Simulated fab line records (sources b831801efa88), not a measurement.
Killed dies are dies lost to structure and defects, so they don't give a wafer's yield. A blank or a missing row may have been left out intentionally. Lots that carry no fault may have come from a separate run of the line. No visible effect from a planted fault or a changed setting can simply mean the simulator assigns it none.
Code-filled problem report in 8D (eight disciplines) form    flow gf180mcu    the parts of the form that need people (team, actions taken, sign-off) are left out

1. PROBLEM STATEMENT
At GF_CONTACT_CMP_27, overpolishRunS averages 0.035 s over 2 wafers from 2 lots, while fault-free wafers read 14.999 s, standard deviation 0.0092. That is -99 or more standard deviations from the usual mean.
The step: polishes, stops on SiO2, t overpolish 15 s, target thk 0 nm.
Earliest sighting: wafer L566.6 on cmp-01 at day 17 19:02. At this step, 38 wafers from 13 lots have a number in the record. Rule for "out" (also "out of limits"): further than 4 standard deviations from the usual mean. The other wafers with a number count as sound.

2. WHAT IT IS, WHAT IT ISN'T
question                     is                               is not
which readings at this step  overpolishRunS, timeToEndpointS  motorCurrentA, retainingRingPressureFrac
which lots                   L566, L569                       L563, L564, L565, L576, L578, L579, L580, L581, L582, L583, L584
which wafers of those lots   L566.6, L569.6                   L566.1, L566.3, L569.5
read on which tools          cmp-01                           cmp-02
when                         from day 17 19:02                up to then (11 sound wafers); but 25 sound wafers of L569, L576, L578, L579, L580, L581, L582, L583, L584 came after

3. THE SUSPECTS, EACH WITH WHAT RULES IT OUT
Counting: if a tool at a process step up to the reading ran every lot that is out, it stays a suspect. Sound lots after the first of them don't rule it out here, since some wafers of a struck lot are sound.
- cmp-01 at GF_CONTACT_CMP_27 (polishes, stops on SiO2, t overpolish 15 s, target thk 0 nm): kept. Ran every lot that is out, first one L566 (day 17 19:02); last sound lot up to then L565 (day 17 09:02). Out on those wafers are its own readings of overpolishRunS, timeToEndpointS.
The count leaves cmp-01 at GF_CONTACT_CMP_27.

4. THE CAUSE (what the simulator had put in)
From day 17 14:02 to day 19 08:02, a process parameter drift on cmp-01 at GF_CONTACT_CMP_27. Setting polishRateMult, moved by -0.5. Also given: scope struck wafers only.
Only this tool survived the counting.

5. THE EFFECT CHAIN, in route order
Rows list readings where the struck wafers' mean (over those with a number) sits beyond 3 standard deviations from the usual. Readings are gone through only where the record gives a usual standard deviation; hours: the median, over the lots, of the time from a lot's start at the first step in this table giving one to that lot's start at this step; sigmas: the change measured in usual standard deviations.
hours  step                     reading           usual     on struck wafers  change   sigmas
0      GF_CONTACT_CMP_27        overpolishRunS    14.999 s  0.035             -14.964  -99 or more
0      GF_CONTACT_CMP_27        timeToEndpointS   73 s      115               +42      +8.4
298    GF_PASSIVATION_PROBE_99  killedAtContacts  5.7       450.5             +444.8   +99 or more
298    GF_PASSIVATION_PROBE_99  killedDies        47        492               +445     +62
298    GF_PASSIVATION_PROBE_99  killedOnRim       9.1       96.0              +86.9    +31
Process steps it contains:
- GF_CONTACT_CMP_27: polishes, stops on SiO2, t overpolish 15 s, target thk 0 nm.
- GF_PASSIVATION_PROBE_99

6. HOW IT WOULD HAVE BEEN CAUGHT EARLIER
The fault began at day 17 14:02; the first out-of-limits reading in this record came at day 17 19:02, 5 hours later.
